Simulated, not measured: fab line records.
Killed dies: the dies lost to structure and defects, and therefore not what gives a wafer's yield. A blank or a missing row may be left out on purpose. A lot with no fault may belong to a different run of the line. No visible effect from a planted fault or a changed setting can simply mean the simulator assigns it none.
Which tool did it? / flow gf180mcu / 14 lots, 42 wafers sampled, at 5 steps of a route of 602

WHAT EACH GAUGE READ, for each wafer
GF_HV_LDD_THK_MEAS_57.
lot=L167; measured=day 12 14:04; on=film-metro-04; HV_LDD_CVD_56_THK (nm)=91.3 91.0 91.1
lot=L168; measured=day 12 19:32; on=film-metro-01; HV_LDD_CVD_56_THK (nm)=90.6 91.1 90.2
lot=L169; measured=day 13 04:44; on=film-metro-03; HV_LDD_CVD_56_THK (nm)=90.7 90.9 89.7
lot=L170; measured=day 13 16:04; on=film-metro-01; HV_LDD_CVD_56_THK (nm)=91.6 91.9 92.4
lot=L172; measured=day 14 06:31; on=film-metro-03; HV_LDD_CVD_56_THK (nm)=88.2 88.9 88.5
lot=L177; measured=day 16 05:16; on=film-metro-04; HV_LDD_CVD_56_THK (nm)=89.9 89.8 90.6
lot=L178; measured=day 16 07:10; on=film-metro-03; HV_LDD_CVD_56_THK (nm)=90.7 90.7 91.3
lot=L179; measured=day 16 17:08; on=film-metro-04; HV_LDD_CVD_56_THK (nm)=89.4 90.0 90.3
lot=L181; measured=day 17 11:45; on=film-metro-01; HV_LDD_CVD_56_THK (nm)=90.6 91.1 90.9
lot=L183; measured=day 17 21:46; on=film-metro-03; HV_LDD_CVD_56_THK (nm)=90.4 89.8 90.2
lot=L186; measured=day 18 22:49; on=film-metro-03; HV_LDD_CVD_56_THK (nm)=90.6 90.7 90.7
lot=L187; measured=day 19 10:02; on=film-metro-04; HV_LDD_CVD_56_THK (nm)=88.6 89.2 89.0
lot=L188; measured=day 19 16:19; on=film-metro-01; HV_LDD_CVD_56_THK (nm)=88.7 89.1 89.1
lot=L190; measured=day 20 05:25; on=film-metro-01; HV_LDD_CVD_56_THK (nm)=88.5 89.0 88.7

GF_PSD_CD_MEAS_07 targets a cd of 400 nm.
lot=L167; measured=day 14 06:00; on=cd-sem-01; cd-nm (nm)=397.7 394.5 398.1
lot=L168; measured=day 14 12:18; on=cd-sem-01; cd-nm (nm)=402.2 401.0 403.1
lot=L169; measured=day 14 22:17; on=cd-sem-01; cd-nm (nm)=400.4 402.5 400.7
lot=L170; measured=day 15 10:16; on=cd-sem-02; cd-nm (nm)=402.0 402.1 403.4
lot=L172; measured=day 16 01:48; on=cd-sem-01; cd-nm (nm)=403.5 401.5 401.0
lot=L177; measured=day 18 02:51; on=cd-sem-01; cd-nm (nm)=401.9 400.6 401.4
lot=L178; measured=day 18 04:46; on=cd-sem-02; cd-nm (nm)=397.9 397.3 398.4
lot=L179; measured=day 18 14:24; on=cd-sem-01; cd-nm (nm)=404.2 404.8 402.7
lot=L181; measured=day 19 11:00; on=cd-sem-02; cd-nm (nm)=401.5 401.2 401.9
lot=L183; measured=day 19 22:25; on=cd-sem-01; cd-nm (nm)=397.9 397.6 398.9
lot=L186; measured=day 20 23:40; on=cd-sem-02; cd-nm (nm)=398.9 398.1 397.9
lot=L187; measured=day 21 10:49; on=cd-sem-01; cd-nm (nm)=394.6 393.7 395.5
lot=L188; measured=day 21 15:22; on=cd-sem-02; cd-nm (nm)=400.6 403.8 401.0
lot=L190; measured=day 22 05:17; on=cd-sem-02; cd-nm (nm)=402.8 402.1 401.6

GF_SAB_THK_MEAS_01.
lot=L167; measured=day 14 06:52; on=film-metro-03; SAB_CVD_00_THK (nm)=50.0 50.8 50.0
lot=L168; measured=day 14 13:13; on=film-metro-04; SAB_CVD_00_THK (nm)=48.0 48.8 49.2
lot=L169; measured=day 14 23:09; on=film-metro-02; SAB_CVD_00_THK (nm)=50.3 49.2 51.1
lot=L170; measured=day 15 11:08; on=film-metro-02; SAB_CVD_00_THK (nm)=49.5 50.1 48.8
lot=L172; measured=day 16 02:40; on=film-metro-03; SAB_CVD_00_THK (nm)=49.4 49.5 48.6
lot=L177; measured=day 18 03:43; on=film-metro-02; SAB_CVD_00_THK (nm)=48.7 48.5 49.8
lot=L178; measured=day 18 05:41; on=film-metro-03; SAB_CVD_00_THK (nm)=65.2 49.6 66.0 65.2 49.6 66.0
lot=L179; measured=day 18 15:16; on=film-metro-02; SAB_CVD_00_THK (nm)=64.8 49.4 50.0 64.8 49.4 50.0
lot=L181; measured=day 19 11:52; on=film-metro-04; SAB_CVD_00_THK (nm)=49.5 48.9 49.3
lot=L183; measured=day 19 23:16; on=film-metro-04; SAB_CVD_00_THK (nm)=49.3 49.7 50.9
lot=L186; measured=day 21 00:32; on=film-metro-03; SAB_CVD_00_THK (nm)=49.0 49.1 49.3
lot=L187; measured=day 21 11:40; on=film-metro-03; SAB_CVD_00_THK (nm)=49.4 50.0 49.7
lot=L188; measured=day 21 16:13; on=film-metro-03; SAB_CVD_00_THK (nm)=49.4 49.7 50.4
lot=L190; measured=day 22 06:08; on=film-metro-04; SAB_CVD_00_THK (nm)=50.3 49.5 49.9

GF_CONTACT_BOW_MEAS_05.
lot=L167; measured=day 15 05:10; on=film-metro-04; CONTACT_BOW (um)=58 69 64
lot=L168; measured=day 15 11:53; on=film-metro-03; CONTACT_BOW (um)=59 66 57
lot=L169; measured=day 15 22:24; on=film-metro-01; CONTACT_BOW (um)=55 70 66
lot=L170; measured=day 16 10:43; on=film-metro-03; CONTACT_BOW (um)=59 60 72
lot=L172; measured=day 17 02:30; on=film-metro-04; CONTACT_BOW (um)=53 66 68
lot=L177; measured=day 19 05:41; on=film-metro-03; CONTACT_BOW (um)=64 57 75
lot=L178; measured=day 19 06:54; on=film-metro-03; CONTACT_BOW (um)=71 71 68
lot=L179; measured=day 19 17:11; on=film-metro-04; CONTACT_BOW (um)=75 57 65
lot=L181; measured=day 20 13:45; on=film-metro-03; CONTACT_BOW (um)=70 73 62
lot=L183; measured=day 21 00:50; on=film-metro-04; CONTACT_BOW (um)=73 55 60
lot=L186; measured=day 22 01:10; on=film-metro-01; CONTACT_BOW (um)=63 55 55
lot=L187; measured=day 22 12:23; on=film-metro-03; CONTACT_BOW (um)=73 59 70
lot=L188; measured=day 22 17:28; on=film-metro-04; CONTACT_BOW (um)=74 67 52
lot=L190; measured=day 23 06:58; on=film-metro-01; CONTACT_BOW (um)=71 56 69

WHAT TOOL EACH LOT RAN ON (gives the tool, then ch and the chambers of the sampled wafers, and finally the start)
lot=L167; GF_SAB_CVD_00=pecvd-04 ch 0,2, day 14 06:50
lot=L168; GF_SAB_CVD_00=pecvd-03 ch 1, day 14 13:10
lot=L169; GF_SAB_CVD_00=pecvd-03 ch 1,2, day 14 23:07
lot=L170; GF_SAB_CVD_00=pecvd-03 ch 0,1,2, day 15 11:07
lot=L172; GF_SAB_CVD_00=pecvd-04 ch 0,1,2, day 16 02:38
lot=L177; GF_SAB_CVD_00=pecvd-03 ch 1,2, day 18 03:41
lot=L178; GF_SAB_CVD_00=pecvd-01 ch 0,1, day 18 05:40
lot=L179; GF_SAB_CVD_00=pecvd-01 ch 0,1,2, day 18 15:14
lot=L181; GF_SAB_CVD_00=pecvd-04 ch 0,2, day 19 11:50
lot=L183; GF_SAB_CVD_00=pecvd-04 ch 0,2, day 19 23:14
lot=L186; GF_SAB_CVD_00=pecvd-03 ch 0,2, day 21 00:31
lot=L187; GF_SAB_CVD_00=pecvd-04 ch 0,1,2, day 21 11:39
lot=L188; GF_SAB_CVD_00=pecvd-01 ch 0,2, day 21 16:11
lot=L190; GF_SAB_CVD_00=pecvd-04 ch 0,1, day 22 06:07
- GF_SAB_CVD_00: deposits SiO2 from TEOS, target thk 50 nm, time 4.9302 s.

WHAT THE TOOLS THEMSELVES READ (means of the sampled wafers that have a number; where no wafer has one, the mark that the record gives instead)
GF_SAB_CVD_00.
lot=L167; tool=pecvd-04; heater-power-w (W)=654
lot=L168; tool=pecvd-03; heater-power-w (W)=654
lot=L169; tool=pecvd-03; heater-power-w (W)=629
lot=L170; tool=pecvd-03; heater-power-w (W)=583
lot=L172; tool=pecvd-04; heater-power-w (W)=570
lot=L177; tool=pecvd-03; heater-power-w (W)=638
lot=L178; tool=pecvd-01; heater-power-w (W)=732
lot=L179; tool=pecvd-01; heater-power-w (W)=617
lot=L181; tool=pecvd-04; heater-power-w (W)=683
lot=L183; tool=pecvd-04; heater-power-w (W)=719
lot=L186; tool=pecvd-03; heater-power-w (W)=615
lot=L187; tool=pecvd-04; heater-power-w (W)=626
lot=L188; tool=pecvd-01; heater-power-w (W)=713
lot=L190; tool=pecvd-04; heater-power-w (W)=558

THE ANSWER, worked out from the rows above alone
Rule: the lots themselves supply what counts as usual. Put in order of their means at a reading, lots are off if they are a third of the lots or fewer, leave a main group of 4 or more, and stand apart from it by a gap of 3 or more times the standard deviation of the main group's means; of several such gaps the widest counts. Not used: any main group whose means are identical at the precision the tables above print for the reading. Also off: a lot with no number at a reading for which 4 or more lots have one. All remaining lots with rows at the step are treated as sound. After the gauges, taken in route order, come the tools' own readings; for these a lot's mean is taken, as printed above. The first step at which some lot is off is used, and at that step the reading that is off furthest; a lot without a number counts as furthest.
Off: L178, L179, seen at GF_SAB_THK_MEAS_01 (SAB_CVD_00_THK). Main group: mean 49.5 nm, sd 0.49.
A tool fits if, at a process step before that reading, it ran every lot that is off, and no sound lot after the first of them. The gauges at GF_SAB_THK_MEAS_01 are tried like those tools. Not one of the candidates tried fits.

WHAT HAD BEEN PUT IN BY THE SIMULATOR
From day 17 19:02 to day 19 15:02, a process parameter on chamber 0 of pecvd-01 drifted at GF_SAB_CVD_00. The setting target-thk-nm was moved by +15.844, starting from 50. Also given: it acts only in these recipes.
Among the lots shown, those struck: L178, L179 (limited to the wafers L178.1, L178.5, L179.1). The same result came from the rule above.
